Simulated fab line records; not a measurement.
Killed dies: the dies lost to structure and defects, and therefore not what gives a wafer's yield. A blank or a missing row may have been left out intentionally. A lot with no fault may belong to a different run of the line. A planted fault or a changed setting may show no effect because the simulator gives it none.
Comparing a struck lot with a sound one ; flow sky130 ; 15 out of 708 route steps
Sound: the wafers L313.2, L313.3, L313.5. Struck: wafers L323.2, L323.4, L323.6. Last of all comes the cause.
For every step that has rows: the tool of each side, followed by ch and its chambers, followed by its first start. Under that, the readings that differ: sound wafers ; struck wafers ; difference of the means ; sigmas: that difference in standard deviations of wafers without a fault.
alike: a reading whose means differ by less than 2 such deviations, as well as words and numbers matching on both sides. not compared: withheld readings; readings where some wafer has no value; bounds like >300 that might hide an equal value; numbers whose values overlap and for which the record gives no deviation.
A row with sigmas, a row that says differs or no value, or rows on one side alone: a step with any of these is where the two part. Non-overlapping numbers with no deviation appear without sigmas and do not part them. Lack of a reading on every wafer of one side parts them only where that side has two or more wafers.

SKY_LI_CONTACT_THK_MEAS_23: measures by xrf.
  sound on film-metro-04, day 31 22:28; struck on film-metro-02, day 35 09:01
  alike: LI_CONTACT_W_THK
SKY_LI_CONTACT_CMP_24: polishes, stops on PSG, t overpolish 20 s, target thk 0 nm.
  sound on cmp-01 ch 0,1,3, day 31 22:34; struck on cmp-02 ch 0,1,2, day 35 09:10
  alike: motor-current-A, overpolish-run-s, platen-rpm, time-to-endpoint-s
SKY_LOCAL_INTERCONNECT_SPUTTER_00: material TiN, target thk 100 nm, time 83.3 s.
  sound on pvd-sputter-04, day 31 22:49; struck on pvd-sputter-04, day 35 09:22
  alike: throttle-valve-pct
SKY_LOCAL_INTERCONNECT_RS_MEAS_01: measurement is done with a four-point probe.
  sound on film-metro-01, day 31 22:53; struck on film-metro-03, day 35 09:28
  alike: LOCAL_INTERCONNECT_TIN_RS
SKY_LOCAL_INTERCONNECT_THK_MEAS_02: measures by xrf.
  sound on film-metro-01, day 31 23:00; struck on film-metro-03, day 35 09:34
  alike: LOCAL_INTERCONNECT_TIN_THK
then, 7 steps without rows for these wafers: SKY_LOCAL_INTERCONNECT_DEHYDRATE_03 (time 60 s); SKY_LOCAL_INTERCONNECT_HMDS_04 (prime time 60 s); SKY_LOCAL_INTERCONNECT_COAT_05 (resist thk 60 nm); SKY_LOCAL_INTERCONNECT_COAT_06 (resist thk 450 nm); SKY_LOCAL_INTERCONNECT_SOFTBAKE_07 (time 90 s); SKY_LOCAL_INTERCONNECT_EXPOSE_08 (exposes mask LI1M, target cd 170 nm); SKY_LOCAL_INTERCONNECT_PEB_09.
SKY_LOCAL_INTERCONNECT_DEVELOP_10: develop time 60 s.
  sound on litho-track-03 ch 0, day 33 01:00; struck on litho-track-01 ch 0, day 36 11:00
reading;sound;struck;difference;sigmas
developer-temp-C (C);20.75 20.77 20.84;22.88 22.98 23.00;+2.17;+20
SKY_LOCAL_INTERCONNECT_CD_MEAS_11 targets a cd of 170 nm.
  sound on cd-sem-02, day 33 01:54; struck on cd-sem-01, day 36 11:28
reading;sound;struck;difference;sigmas
cd-nm (nm);171.0 171.1 171.6;167.3 167.4 168.5;-3.5;-2
-- record jumps: 14 days separate the struck wafers' starts on either side; left off in module LOCAL_INTERCONNECT, taken up again in module PAD_OPEN, whose first shown step is the route's number 708 --
SKY_PAD_OPEN_PROBE_99:
  sound on prober-01, day 47 20:22; struck on prober-01, day 50 06:19
  alike: killed_at_M0_to_M3, killed_at_M4_up, killed-at-contacts, killed-at-front-end, killed-at-other, killed-dies, killed-open, killed-short

== WHERE THEY PART ==
At SKY_LOCAL_INTERCONNECT_DEVELOP_10 first; at SKY_LOCAL_INTERCONNECT_CD_MEAS_11 last (within this record only). Later steps at which nothing parts them and some readings are alike: SKY_PAD_OPEN_PROBE_99.

WHY: whatever the simulator had introduced
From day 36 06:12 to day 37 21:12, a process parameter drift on litho-track-01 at SKY_LOCAL_INTERCONNECT_DEVELOP_10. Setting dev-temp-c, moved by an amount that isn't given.
